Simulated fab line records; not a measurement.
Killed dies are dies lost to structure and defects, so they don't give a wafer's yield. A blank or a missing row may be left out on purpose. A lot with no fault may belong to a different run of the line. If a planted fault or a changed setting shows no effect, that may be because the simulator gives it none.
A lot that was struck, set against a sound lot | flow sky130 | 17 out of 708 route steps
Sound: wafers L617.1, L617.3, L617.5. Struck: wafer L626.2. (L626.3 of the same lot was not struck and is left out.) The cause comes at the end.
Each step with rows lists, per side, the tool, then ch with its chambers, then its first start. Under that, the readings that differ: sound wafers | struck wafers | difference of the means | sigmas: that difference in standard deviations of wafers without a fault.
alike: same words and numbers on both sides, and readings whose means sit less than 2 such deviations apart. not compared: any withheld reading, any reading some wafer has no value for, any bound like >300 that may hide the same value, and any number with overlapping values for which the record gives no deviation.
The two part at a step that has a row with sigmas, a row that says differs or no value, or rows on one side only. Non-overlapping numbers with no deviation appear without sigmas and do not part them. Lack of a reading on every wafer of one side parts them only where that side has two or more wafers.

SKY_LDD_P_OVL_MEAS_08:
  sound on overlay-02 at day 23 13:54; struck on overlay-02 at day 26 09:36
  alike: LDD_P_OVL
after that, 1 step had no rows for these wafers: SKY_LDD_P_IMPLANT_09.
SKY_LDD_P_STRIP_10: strips in O2/N2.
  sound on plasma asher-03 ch 0,1, day 23 14:05; struck on plasma asher-01 ch 1, day 26 09:47
  alike: chamber pressure mTorr, drypump motor current A, n2 flow sccm, oes product au, strip time to endpoint s
  not compared: rf hours counter h
SKY_LDD_P_TW_MEAS_11:
  sound on film metro-04 at day 23 14:11; struck on film metro-02 at day 26 09:53
  reading  | sound       | struck | difference | sigmas
  LDD_P_TW | 649 648 646 | 634    | -14        | -2
then, 7 steps without rows for these wafers: SKY_LDD_HVN_DEHYDRATE_00 (time 60 s); SKY_LDD_HVN_HMDS_01 (prime time 60 s); SKY_LDD_HVN_COAT_02 (resist thk 300 nm); SKY_LDD_HVN_SOFTBAKE_03 (time 60 s); SKY_LDD_HVN_EXPOSE_04 (exposes mask HVNTM, target cd 700 nm); SKY_LDD_HVN_PEB_05; SKY_LDD_HVN_DEVELOP_06 (develop time 60 s).
SKY_LDD_HVN_OVL_MEAS_07:
  sound on overlay-01 at day 24 20:07; struck on overlay-02 at day 27 14:49
  alike: LDD_HVN_OVL
SKY_LDD_HVN_IMPLANT_08:
  sound on implanter-01 ch 0, day 24 20:09; struck on implanter-02 ch 0, day 27 14:52
  alike: faraday current uA
SKY_LDD_HVN_STRIP_09: strips in O2/N2.
  sound on plasma asher-04 ch 1, day 24 20:18; struck on plasma asher-04 ch 1, day 27 15:00
  alike: chamber pressure mTorr, drypump motor current A, n2 flow sccm, oes product au, strip time to endpoint s
  not compared: rf hours counter h
SKY_LDD_HVN_TW_MEAS_10:
  sound on film metro-02 at day 24 20:24; struck on film metro-04 at day 27 15:07
  reading    | sound          | struck | difference | sigmas
  LDD_HVN_TW | 1437 1441 1433 | 1390   | -47        | -4
then, 1 step without rows for these wafers: SKY_LDD_HVP_DEHYDRATE_00 (time 60 s).
-- here the record skips 23 days between the struck wafers' starts before and after, leaving off in module LDD_HVP and picking up in module PAD_OPEN (first step shown: number 708 of the route) --
SKY_PAD_OPEN_PROBE_99:
  sound on prober-02 at day 48 14:53; struck on prober-02 at day 50 08:32
  alike: killed_at_M0_to_M3, killed_at_M4_up, killed at contacts, killed at front end, killed at other, killed dies, killed open, killed short
  not compared: model.etest.tip_n_5v.rs ohm sq, model.etest.tip_n_5v.rs ohm sq range, model.etest.tip_n_5v.rs ohm sq rim less centre, model.etest.nfet g5v0d10v5.r on ohm um, model.etest.nfet g5v0d10v5.vt sat v, model.etest.nfet g5v0d10v5.vt v range

== WHERE THEY PART ==
Last at SKY_LDD_HVN_TW_MEAS_10 as far as this record goes, first at SKY_LDD_P_TW_MEAS_11. Later steps at which nothing parts them and some readings are alike: SKY_PAD_OPEN_PROBE_99.

WHY: whatever the simulator had introduced
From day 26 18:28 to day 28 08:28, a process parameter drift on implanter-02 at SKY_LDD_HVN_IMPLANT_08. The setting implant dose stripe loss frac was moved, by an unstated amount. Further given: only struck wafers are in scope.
